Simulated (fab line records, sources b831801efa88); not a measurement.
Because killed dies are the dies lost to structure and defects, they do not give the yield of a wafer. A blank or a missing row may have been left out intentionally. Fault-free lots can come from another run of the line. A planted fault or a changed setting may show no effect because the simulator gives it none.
Struck lot and sound lot, side by side || flow sky130 || 13 steps out of a route of 708
Sound: the wafers L472.4, L472.5, L472.6. Struck: wafers L481.3, L481.5, L481.6. The cause is named last.
Order at every step that has rows: each side's tool, ch and its chambers, its first start. Under that, the readings that differ: sound wafers || struck wafers || difference of the means || sigmas: that difference in standard deviations of wafers without a fault.
alike: a reading whose means differ by less than 2 such deviations, as well as words and numbers matching on both sides. not compared: withheld readings; readings where some wafer has no value; bounds like >300 that might hide an equal value; numbers whose values overlap and for which the record gives no deviation.
Wherever a step has rows on one side only, a row that says differs or no value, or a row with sigmas, the two part there. Non-overlapping numbers with no deviation appear without sigmas and do not part them. A reading missing from all wafers of one side parts the sides only when that side holds two or more wafers.

first, 2 steps without rows for these wafers: SKY_VIA4_PEB_09; SKY_VIA4_DEVELOP_10 (develop time 60 s).
SKY_VIA4_OVL_MEAS_11:
  sound on overlay-01, day 44 21:01; struck on overlay-01, day 47 23:59
  alike: VIA4_OVL
SKY_VIA4_ETCH_12: etches SiO2 in C4F8/O2/Ar, stops on TiN, target depth 580 nm.
  sound on rieDiel-02 ch 1,2,3, day 44 21:02; struck on rieDiel-01 ch 0,1,2, day 48 00:01
  alike: chamberPressureMTorr, oesProductAu
SKY_VIA4_STRIP_13: strips in O2/N2.
  sound on plasmaAsher-04 ch 0,1, day 44 21:08; struck on plasmaAsher-02 ch 0,1, day 48 00:07
  alike: chamberPressureMTorr, drypumpMotorCurrentA, o2FlowSccm, oesProductAu, stripTimeToEndpointS
  not compared: rfHoursCounterH
then, 3 steps without rows for these wafers: SKY_VIA4_STRIP_14 (strips in post etch residue remover, time 1200 s); SKY_VIA4_CLEAN_15 (cleans in IPA, time 180 s); SKY_VIA4_CLEAN_16 (cleans in O3/DIW).
SKY_VIA4_SPUTTER_17: material TiN, target thk 20 nm, time 80 s.
  sound on pvdSputter-04, day 44 21:46; struck on pvdSputter-02, day 48 00:43
  alike: throttleValvePct
SKY_VIA4_CVD_18: deposits W, target thk 505 nm, time 152.14 s.
  sound on cvdW-02 ch 0,1, day 44 21:52; struck on cvdW-02 ch 0,1, day 48 00:50
  alike: heaterPowerW
SKY_VIA4_RS_MEAS_19: a four-point-probe measurement.
  sound on filmMetro-04, day 44 22:02; struck on filmMetro-01, day 48 00:58
  alike: VIA4_W_RS
SKY_VIA4_THK_MEAS_20: measures by xrf.
  sound on filmMetro-04, day 44 22:07; struck on filmMetro-01, day 48 01:04
  alike: VIA4_W_THK
SKY_VIA4_CMP_21: polishes, stops on SiO2, t overpolish 25 s, target thk 0 nm.
  sound on cmp-01 ch 0,2,3, day 44 22:18; struck on cmp-01 ch 0,3, day 48 01:43
  no value came back on the struck wafers for any of 6 readings (edgeZonePressureFrac, headPressurePsi (psi) and others); on the sound wafers edgeZonePressureFrac reads 1.002 0.996 0.999
{"reading": "model.W_of_VIA4_CVD_18.thkNm (nm)", "sound": "0 0 0", "struck": "508.3 508 516", "difference": "+510.8", "sigmas": ""}
{"reading": "model.SiO2_of_VIA4_HDPCVD_00.thkNm (nm)", "sound": "575.6 575.2 574.5", "struck": "579.1 579 579.7", "difference": "+4.2", "sigmas": ""}

== WHERE THEY PART ==
Within this record, at SKY_VIA4_CMP_21 only.

WHY: the cause the simulator had injected
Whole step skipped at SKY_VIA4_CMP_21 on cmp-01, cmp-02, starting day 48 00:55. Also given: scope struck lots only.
